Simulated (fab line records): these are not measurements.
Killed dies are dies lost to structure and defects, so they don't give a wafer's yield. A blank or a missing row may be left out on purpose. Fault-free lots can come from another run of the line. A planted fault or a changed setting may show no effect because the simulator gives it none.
2 desks, one fault + flow gf180mcu + every desk sees just its own numbers, and what lay behind them comes last

TOOL OWNER'S DESK, implanter-04
For each lot that ran on this tool, the mean over its sampled wafers that have a number, from the tool's own readings at GF_HV_LDD_IMPLANT_09. The brackets show how far a lot's mean lies from the usual mean; more than 4 standard deviations puts the lot out of limits, marked OUT.
Columns: A = beamEnergyKeV at GF_HV_LDD_IMPLANT_09, usual 39.999
| lot  | first seen here | A                        |
|------|-----------------|--------------------------|
| L808 | day 10 11:53    | 40.015                   |
| L810 | day 11 04:47    | 39.994                   |
| L812 | day 12 02:12    | 40.001                   |
| L821 | day 14 04:22    | 39.999                   |
| L820 | day 14 04:56    | 45.619 (+99 or more) OUT |
| L825 | day 15 09:17    | 45.635 (+99 or more) OUT |
This desk's verdict: out of limits on L820, L825, starting with L820 at day 14 04:56 (beamEnergyKeV at GF_HV_LDD_IMPLANT_09). Within limits: L808, L810, L812, L821.

THE METROLOGY DESK
Means of the sampled wafers that have a number, per lot and without regard to the tool the lot ran on: this is what the gauges read. The brackets show how far a lot's mean lies from the usual mean; more than 4 standard deviations puts the lot out of limits, marked OUT.
Columns: A = HV_LDD_TW at GF_HV_LDD_TW_MEAS_11, usual 2387; B = cdNm at GF_HV_LDD_CD_MEAS_19, usual 399.7 nm; C = HV_LDD_02_OVL at GF_HV_LDD_OVL_MEAS_32, usual 0.1 nm; D = HV_LDD_RS at GF_HV_LDD_RS_MEAS_53, usual 418.4 ohm/sq
| lot  | first seen here | A               | B     | C    | D     |
|------|-----------------|-----------------|-------|------|-------|
| L808 | day 10 12:08    | 2380            | 402.6 | 0.9  | 419.0 |
| L809 | day 10 14:09    | 2371            | 396.1 | 2.0  | 420.3 |
| L810 | day 11 04:59    | 2425            | 399.1 | 2.5  | 417.7 |
| L811 | day 11 16:21    | 2413            | 399.6 | -1.1 | 419.4 |
| L812 | day 12 02:27    | 2419            | 402.3 | -0.4 | 419.9 |
| L815 | day 13 01:10    | 2354            | 399.9 | -0.3 | 418.0 |
| L817 | day 13 17:39    | 2361            | 400.1 | -2.0 | 419.7 |
| L818 | day 13 18:54    | 2365            | 400.2 | 2.4  | 417.4 |
| L821 | day 14 04:37    | 2389            | 400.0 | -0.4 | 417.3 |
| L820 | day 14 05:10    | 2475 (+4.2) OUT | 398.0 | -0.4 | 413.9 |
| L822 | day 15 00:30    | 2388            | 400.2 | -0.9 | 417.7 |
| L825 | day 15 09:29    | 2473 (+4.1) OUT | 400.3 | 1.2  | 415.4 |
| L830 | day 16 19:22    | 2381            | 398.9 | 0.8  | 419.1 |
Finding of this desk: L820, L825 out of limits, first seen on L820 at day 14 05:10 (HV_LDD_TW at GF_HV_LDD_TW_MEAS_11). Within limits: L808, L809, L810, L811, L812, L815, L817, L818, L821, L822, L830.

BROUGHT TOGETHER
An alarm could have come from the tool owner's desk at day 14 04:56, on L820, L825.
L820, L825 would have let the metrology desk raise an alarm at day 14 05:10.
The lots listed all ran GF_HV_LDD_IMPLANT_09 on implanter-04.

WHAT THE SIMULATOR HAD PUT IN
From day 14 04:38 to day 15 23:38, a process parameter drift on implanter-04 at GF_HV_LDD_IMPLANT_09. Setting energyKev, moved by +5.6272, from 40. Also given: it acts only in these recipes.
Lots struck among those shown: L820, L825.
Fault start to first reading out of limits, in hours, per desk: tool owner, 0; metrology, 1.
